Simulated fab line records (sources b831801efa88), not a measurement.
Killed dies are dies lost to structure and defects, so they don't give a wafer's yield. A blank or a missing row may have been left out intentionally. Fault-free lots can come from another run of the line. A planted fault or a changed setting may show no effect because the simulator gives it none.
Struck lot and sound lot, side by side :: flow sky130 :: 21 steps out of a route of 708
Sound: the wafers L894.3, L894.5, L894.6. The struck wafers were L910.2, L910.5, L910.6. The cause comes at the end.
Each step with rows lists, per side, the tool, then ch with its chambers, then its first start. Under that, the readings that differ: sound wafers :: struck wafers :: difference of the means :: sigmas: that difference in standard deviations of wafers without a fault.
alike: readings with means less than 2 such deviations apart, plus words and numbers identical on both sides. not compared: withheld readings, readings lacking a value on some wafer, bounds such as >300 that could conceal the same value, and numbers that have no deviation in the record and whose values overlap.
A row with sigmas, a row that says differs or no value, or rows on one side alone: a step with any of these is where the two part. Numbers that have no deviation but don't overlap get no sigmas and don't part them. Lack of a reading on every wafer of one side parts them only where that side has two or more wafers.

first, 5 steps without rows for these wafers: SKY_VT_ADJUST_LVTN_COAT_02 (resist thk 3000 nm); SKY_VT_ADJUST_LVTN_SOFTBAKE_03; SKY_VT_ADJUST_LVTN_EXPOSE_04 (exposes mask NWM COMPLEMENT LESS NATIVE, target cd 840 nm); SKY_VT_ADJUST_LVTN_PEB_05; SKY_VT_ADJUST_LVTN_DEVELOP_06 (develop time 60 s).
SKY_VT_ADJUST_LVTN_OVL_MEAS_07:
  sound on overlay-01, day 8 07:07; struck on overlay-01, day 12 22:17
  alike: VT_ADJUST_LVTN_OVL
following that, these wafers have no rows for 1 step: SKY_VT_ADJUST_LVTN_IMPLANT_08.
SKY_VT_ADJUST_LVTN_STRIP_09: strips in O2/N2.
  sound on plasma_asher-01 ch 0,1, day 8 07:19; struck on plasma_asher-03 ch 0,1, day 12 22:28
reading: drypump_motor_current_A (A)
sound: 5.1 5.1 5.7
struck: 6.5 5.8 6.5
difference: +1.0
sigmas: +3
  alike: oes_product_au, strip_time_to_endpoint_s
  not compared: rf_hours_counter_h
SKY_VT_ADJUST_LVTN_TW_MEAS_10:
  sound on film_metro-02, day 8 07:25; struck on film_metro-03, day 12 22:35
  alike: VT_ADJUST_LVTN_TW
then, 3 steps without rows for these wafers: SKY_VT_ADJUST_LVTN_DEHYDRATE_11 (time 60 s); SKY_VT_ADJUST_LVTN_HMDS_12 (prime time 60 s); SKY_VT_ADJUST_LVTN_COAT_13 (resist thk 1140 nm).
SKY_VT_ADJUST_LVTN_SOFTBAKE_14: time 60 s.
  sound on litho_track-01 ch 0, day 8 17:58; struck on litho_track-02 ch 0, day 13 10:36
reading: heater_power_total_W (W)
sound: 56.54 56.60 56.66
struck: 51.95 51.98 51.95
difference: -4.64
sigmas: -99 or more

reading: plate_temp_C (C)
sound: 90.12 90.08 90.04
struck: 84.76 84.82 84.87
difference: -5.26
sigmas: -35
then, 2 steps without rows for these wafers: SKY_VT_ADJUST_LVTN_EXPOSE_15 (exposes mask HVN STD DERIVED, target cd 600 nm); SKY_VT_ADJUST_LVTN_PEB_16.
SKY_VT_ADJUST_LVTN_DEVELOP_17: develop time 60 s.
  sound on litho_track-01 ch 0, day 9 04:09; struck on litho_track-03 ch 0, day 14 00:30
reading: model.NOVOLAK_of_VT_ADJUST_LVTN_COAT_13.thk_nm (nm)
sound: 1140 1139 1143
struck: 1163 1162 1162
difference: +22
sigmas: 
SKY_VT_ADJUST_LVTN_OVL_MEAS_18:
  sound on overlay-01, day 9 04:16; struck on overlay-02, day 14 00:38
  alike: VT_ADJUST_LVTN_01_OVL
following that, these wafers have no rows for 1 step: SKY_VT_ADJUST_LVTN_IMPLANT_19.
SKY_VT_ADJUST_LVTN_STRIP_20: strips in O2/N2.
  sound on plasma_asher-04 ch 0,1, day 9 04:28; struck on plasma_asher-01 ch 0,1, day 14 00:49
reading: strip_time_to_endpoint_s (s)
sound: 14.19 14.17 14.19
struck: 14.42 14.40 14.41
difference: +0.23
sigmas: +6
  alike: drypump_motor_current_A, oes_product_au
  not compared: rf_hours_counter_h
SKY_VT_ADJUST_LVTN_TW_MEAS_21:
  sound on film_metro-01, day 9 04:34; struck on film_metro-01, day 14 00:55
  alike: VT_ADJUST_LVTN_2_TW
-- the record jumps here: 37 days lie between the struck wafers' starts before and after (it left off in module VT_ADJUST_LVTN and takes up again in module PAD_OPEN, whose first step shown is number 708 of the route) --
SKY_PAD_OPEN_PROBE_99:
  rows exist in the record for the struck wafers here (prober-02, day 50 21:22), but not for the sound ones

== WHERE THEY PART ==
First at SKY_VT_ADJUST_LVTN_STRIP_09; last, within this record, at SKY_PAD_OPEN_PROBE_99.

WHY: what had been put in by the simulator
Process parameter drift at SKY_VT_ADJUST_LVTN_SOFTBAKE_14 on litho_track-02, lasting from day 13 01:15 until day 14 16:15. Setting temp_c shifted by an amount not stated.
